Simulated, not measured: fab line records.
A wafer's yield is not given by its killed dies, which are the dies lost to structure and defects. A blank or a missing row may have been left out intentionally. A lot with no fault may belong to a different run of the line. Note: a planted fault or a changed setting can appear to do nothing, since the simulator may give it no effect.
A struck lot beside a sound one + flow sfqLine + 15 out of 325 route steps
Sound: wafers L542.2, L542.3, L542.6. Struck: wafer L544.3 (left out: L544.4, L544.5 of the same lot, which were not struck); the cause appears at the end.
For every step that has rows: the tool of each side, followed by ch and its chambers, followed by its first start. Under that, the readings that differ: sound wafers + struck wafers + difference of the means + sigmas: that difference in standard deviations of wafers without a fault.
alike: same words and numbers on both sides, and readings whose means sit less than 2 such deviations apart. not compared: any withheld reading, any reading some wafer has no value for, any bound like >300 that may hide the same value, and any number with overlapping values for which the record gives no deviation.
The two part at a step that has a row with sigmas, a row that says differs or no value, or rows on one side only. Numbers that don't overlap but have no deviation are shown without sigmas and don't part them. A reading missing from all wafers of one side parts the sides only when that side holds two or more wafers.

first, 1 step without rows for these wafers: SFQ_TRILAYER_M4_STRIP_SOLV_CLEAN_098 (cleans in NMP, time 600 s).
SFQ_TRILAYER_I4_DEP_PECVD_099: deposits SiO2 from SiH4/N2O, time 111.11 s, target thk 500 nm.
  sound on pecvd-03 ch 0,1,2, day 52 05:16; struck on pecvd-02 ch 2, day 52 19:41
  alike: heaterPowerOuterW, heaterPowerW, showerheadVppV, throttleValvePct
SFQ_TRILAYER_I4_CMP_CMP_100: polishes SiO2.
  sound on cmp-01 ch 1,3, day 52 05:21; struck on cmp-01 ch 0, day 52 21:54
  alike: motorCurrentA, retainingRingPressureFrac, timeToEndpointS
SFQ_I4_BOW_MEAS_927:
  struck on filmMetro-03, day 53 00:26; sound on filmMetro-01, day 52 08:22
  alike: I4_BOW
SFQ_TRILAYER_I4_METRO_MEASURE_101:
  struck on filmMetro-03, day 53 00:55; sound on filmMetro-01, day 52 08:40
  alike: thkNm
then, 6 steps without rows for these wafers: SFQ_TRILAYER_I4_VIA_LITHO_COAT_108 (resist thk 62 nm); SFQ_TRILAYER_I4_VIA_LITHO_COAT_103 (resist thk 650 nm); SFQ_TRILAYER_I4_VIA_LITHO_SOFTBAKE_107; SFQ_TRILAYER_I4_VIA_LITHO_EXPOSE_104 (exposes mask I4, target cd 700 nm); SFQ_TRILAYER_I4_VIA_LITHO_PEB_106 (peb time 60 s); SFQ_TRILAYER_I4_VIA_LITHO_DEVELOP_105 (time 60 s).
-- the record jumps here: 4 days lie between the struck wafers' starts before and after --
SFQ_I4_OVL_MEAS_928:
  struck on overlay-01, day 57 08:55; sound on overlay-01, day 52 12:32
| reading     | sound  | struck | difference | sigmas |
|-------------|--------|--------|------------|--------|
| I4_OVL (nm) | 10 5 8 | -3     | -11        | -2     |
SFQ_TRILAYER_I4_VIA_BARC_OPEN_VIA_ETCH_146: etches BARC in O2, target depth 125 nm, time 41.7 s.
  sound on rieDiel-02 ch 0,1,2, day 52 12:34; struck on rieDiel-03 ch 0, day 57 08:56
| reading                                                | sound             | struck | difference | sigmas |
|--------------------------------------------------------|-------------------|--------|------------|--------|
| rfFwdPowerW (W)                                        | 494.2 493.2 490.3 | 577.6  | +85.0      | +35    |
| model.KrF_of_TRILAYER_I4_VIA_LITHO_COAT_103.thkNm (nm) | 574.3 577.2 575.3 | 566.1  | -9.5       |        |
  alike: drypumpMotorCurrentA, oesProductAu
  not compared: rfHoursCounterH
SFQ_TRILAYER_I4_VIA_ETCH_VIA_ETCH_106: etches SiO2 in CHF3, stops on Nb, target depth 260 nm.
  sound on rieDiel-02 ch 0,1,2, day 52 12:36; struck on rieDiel-03 ch 0, day 57 08:58
| reading                                                | sound             | struck | difference | sigmas |
|--------------------------------------------------------|-------------------|--------|------------|--------|
| model.KrF_of_TRILAYER_I4_VIA_LITHO_COAT_103.thkNm (nm) | 528.6 533.7 530.3 | 522.3  | -8.6       |        |
  alike: drypumpMotorCurrentA, oesProductAu, rfFwdPowerW
SFQ_TRILAYER_I4_VIA_STRIP_STRIP_107: strips in O2.
  sound on rieMetal-03 ch 0, day 52 12:55; struck on rieMetal-04 ch 1, day 57 09:17
  alike: drypumpMotorCurrentA, oesProductAu
  not compared: rfHoursCounterH

WHERE THEY PART
First at SFQ_I4_OVL_MEAS_928; last, within this record, at SFQ_TRILAYER_I4_VIA_BARC_OPEN_VIA_ETCH_146. Later steps at which nothing parts them and some readings are alike: SFQ_TRILAYER_I4_VIA_ETCH_VIA_ETCH_106, SFQ_TRILAYER_I4_VIA_STRIP_STRIP_107.

WHY: the cause the simulator had injected
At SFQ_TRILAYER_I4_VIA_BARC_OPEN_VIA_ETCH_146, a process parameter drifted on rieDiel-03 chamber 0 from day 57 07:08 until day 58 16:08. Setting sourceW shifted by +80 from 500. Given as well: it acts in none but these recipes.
